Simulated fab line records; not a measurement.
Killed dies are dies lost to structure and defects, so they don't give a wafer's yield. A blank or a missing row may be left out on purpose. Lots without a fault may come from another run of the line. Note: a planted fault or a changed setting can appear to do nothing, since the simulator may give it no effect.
One fault through the eyes of 2 desks + flow sky130 + each desk holds nothing but its own numbers, with what lay behind them at the end

AT THE METROLOGY DESK
Lot by lot, what the gauges showed, no matter which tool ran the lot: averages of those sampled wafers that carry a number. Marked OUT: a lot whose mean sits more than 4 standard deviations from the usual mean, which makes it out of limits; the brackets give that distance.
Columns: A = CONTACT_CVD_00_THK at SKY_CONTACT_THK_MEAS_01, usual 75.0 nm; B = CONTACT_OVL at SKY_CONTACT_OVL_MEAS_15, usual -4 nm; C = CONTACT_W_RS at SKY_CONTACT_RS_MEAS_25, usual 0.339 ohm/sq; D = CONTACT_W_THK at SKY_CONTACT_THK_MEAS_26, usual 340 nm
| lot  | first seen here | A    | B   | C               | D             |
|------|-----------------|------|-----|-----------------|---------------|
| L197 | day 31 20:30    | 76.0 | -7  | 0.339           | 337           |
| L199 | day 32 16:25    | 75.6 | 0   | 0.335           | 339           |
| L198 | day 32 16:59    | 75.5 | -6  | 0.338           | 343           |
| L201 | day 32 23:30    | 76.4 | -12 | 0.449 (+25) OUT | 258 (-16) OUT |
| L202 | day 33 04:14    | 74.2 | -6  | 0.448 (+25) OUT | 260 (-16) OUT |
| L203 | day 33 14:29    | 73.6 | -15 | 0.446 (+24) OUT | 258 (-16) OUT |
| L204 | day 34 01:22    | 76.8 | 1   | 0.450 (+25) OUT | 257 (-17) OUT |
| L209 | day 35 05:34    | 74.8 | 0   | 0.345           | 334           |
| L213 | day 36 15:55    | 74.8 | 2   | 0.337           | 341           |
| L215 | day 37 02:52    | 76.0 | -4  | 0.336           | 342           |
| L214 | day 37 04:38    | 74.6 | 0   | 0.334           | 343           |
This desk's result: L201, L202, L203, L204 out of limits, first on L201 (CONTACT_W_RS at SKY_CONTACT_RS_MEAS_25), day 34 03:59. In limits: L197, L199, L198, L209, L213, L215, L214.

FOR THE TOOL OWNER'S DESK: cvd w-01
The tool's own readings at SKY_CONTACT_CVD_24 (deposits W, target thk 340 nm, time 102.12 s): means of the sampled wafers that have a number, for each lot that ran on this tool. Marked OUT: a lot whose mean sits more than 4 standard deviations from the usual mean, which makes it out of limits; the brackets give that distance.
Columns: A = heater power w at SKY_CONTACT_CVD_24, usual 856 W; B = susceptor temp C at SKY_CONTACT_CVD_24, usual 399.97 C
| lot  | first seen here | A   | B      |
|------|-----------------|-----|--------|
| L197 | day 33 00:29    | 832 | 400.13 |
| L199 | day 33 20:44    | 839 | 400.03 |
| L201 | day 34 03:53    | 829 | 399.98 |
| L202 | day 34 08:10    | 834 | 399.76 |
| L203 | day 34 18:30    | 840 | 399.43 |
| L204 | day 35 06:01    | 831 | 399.86 |
| L213 | day 37 18:54    | 843 | 399.91 |
| L215 | day 38 06:34    | 856 | 399.91 |
| L214 | day 38 07:43    | 838 | 399.76 |
Finding of this desk: none of the 9 lots has anything out of limits.

TAKEN TOGETHER
L201, L202, L203, L204 would have let the metrology desk raise an alarm at day 34 03:59.
The desk of the tool owner found nothing out of limits.
On record at the tool owner's desk: L201, L202, L203, L204, within its limits.
SKY_CONTACT_CVD_24 was run on cvd w-01 by each of the lots named.

WHAT WAS PUT IN BY THE SIMULATOR
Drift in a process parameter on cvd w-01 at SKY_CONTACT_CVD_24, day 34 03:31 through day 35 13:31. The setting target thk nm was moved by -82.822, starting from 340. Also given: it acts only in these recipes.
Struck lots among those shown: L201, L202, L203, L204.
Delay in hours, fault start to first out-of-limits reading, per desk: metrology desk 0.
